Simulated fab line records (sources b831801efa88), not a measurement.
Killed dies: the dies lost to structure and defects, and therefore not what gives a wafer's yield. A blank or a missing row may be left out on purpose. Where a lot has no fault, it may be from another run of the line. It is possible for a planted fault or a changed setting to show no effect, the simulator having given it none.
Problem report, 8D (eight disciplines) form, completed by code :: flow gf180mcu :: the parts of the form that need people (team, actions taken, sign-off) are left out

== 1. PROBLEM STATEMENT ==
At GF_VT_IMPLANT_IMPLANT_08, doseIonsCm2 averages 7.59e+12 over 6 wafers from 2 lots, while fault-free wafers read 8.29e+12, standard deviation 9.2e+09. That is -76 standard deviations from the usual mean.
Seen first at day 10 09:21 on implanter-02, wafer L333.2. The record has a number at this step for 18 wafers belonging to 6 lots. Rule for "out" (also "out of limits"): further than 4 standard deviations from the usual mean. The other wafers with a number count as sound.

== 2. WHAT IT IS, AND WHAT IT ISN'T ==
question: which readings at this step
is: doseIonsCm2
is not: -

question: which lots
is: L333, L334
is not: L319, L325, L335, L337

question: which wafers of those lots
is: all that have a number
is not: -

question: read on which tools
is: implanter-02
is not: implanter-03, implanter-04

question: when
is: from day 10 09:21
is not: up to then (6 sound wafers); but 6 sound wafers of L335, L337 came after

== 3. WHAT RULES OUT EACH SUSPECT ==
Counting: a tool at any process step up to the reading remains a suspect when it ran all the lots that are out and ran no sound lot after the first of those.
- implanter-02 at GF_VT_IMPLANT_IMPLANT_08: kept. Every lot that is out went through it, starting with L333 (day 10 09:21), and after that it ran no sound lot; the last sound lot it ran before then is L319 (day 6 13:29). On those wafers its own readings are out: doseIonsCm2.
Left after counting: implanter-02 at GF_VT_IMPLANT_IMPLANT_08.

== 4. THE CAUSE (what the simulator had put in) ==
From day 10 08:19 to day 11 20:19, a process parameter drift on implanter-02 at GF_VT_IMPLANT_IMPLANT_08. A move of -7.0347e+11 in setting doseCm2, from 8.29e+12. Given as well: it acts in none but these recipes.
Counting left only this tool.

== 5. THE EFFECT CHAIN, in route order ==
Each row: a reading where the mean over the struck wafers with a number is more than 3 standard deviations away from the usual. Only readings whose record carries a usual standard deviation are examined. hours: median over the lots of the time between each lot's start at the first step of this table that gives one and its start at this step. sigmas: the change, counted in usual standard deviations.
hours: 0
step: GF_VT_IMPLANT_IMPLANT_08
reading: doseIonsCm2
usual: 8.29e+12
on struck wafers: 7.59e+12
change: -7.02e+11
sigmas: -76

hours: 0
step: GF_VT_IMPLANT_IMPLANT_08
reading: faradayCurrentUA
usual: 46.9
on struck wafers: 42.9
change: -4.0
sigmas: -4.1
The process steps in it:
- GF_VT_IMPLANT_IMPLANT_08

== 6. HOW IT WOULD HAVE BEEN CAUGHT EARLIER ==
In this record the first reading out of limits was taken at day 10 09:21, 1 hour after the fault began at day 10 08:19.
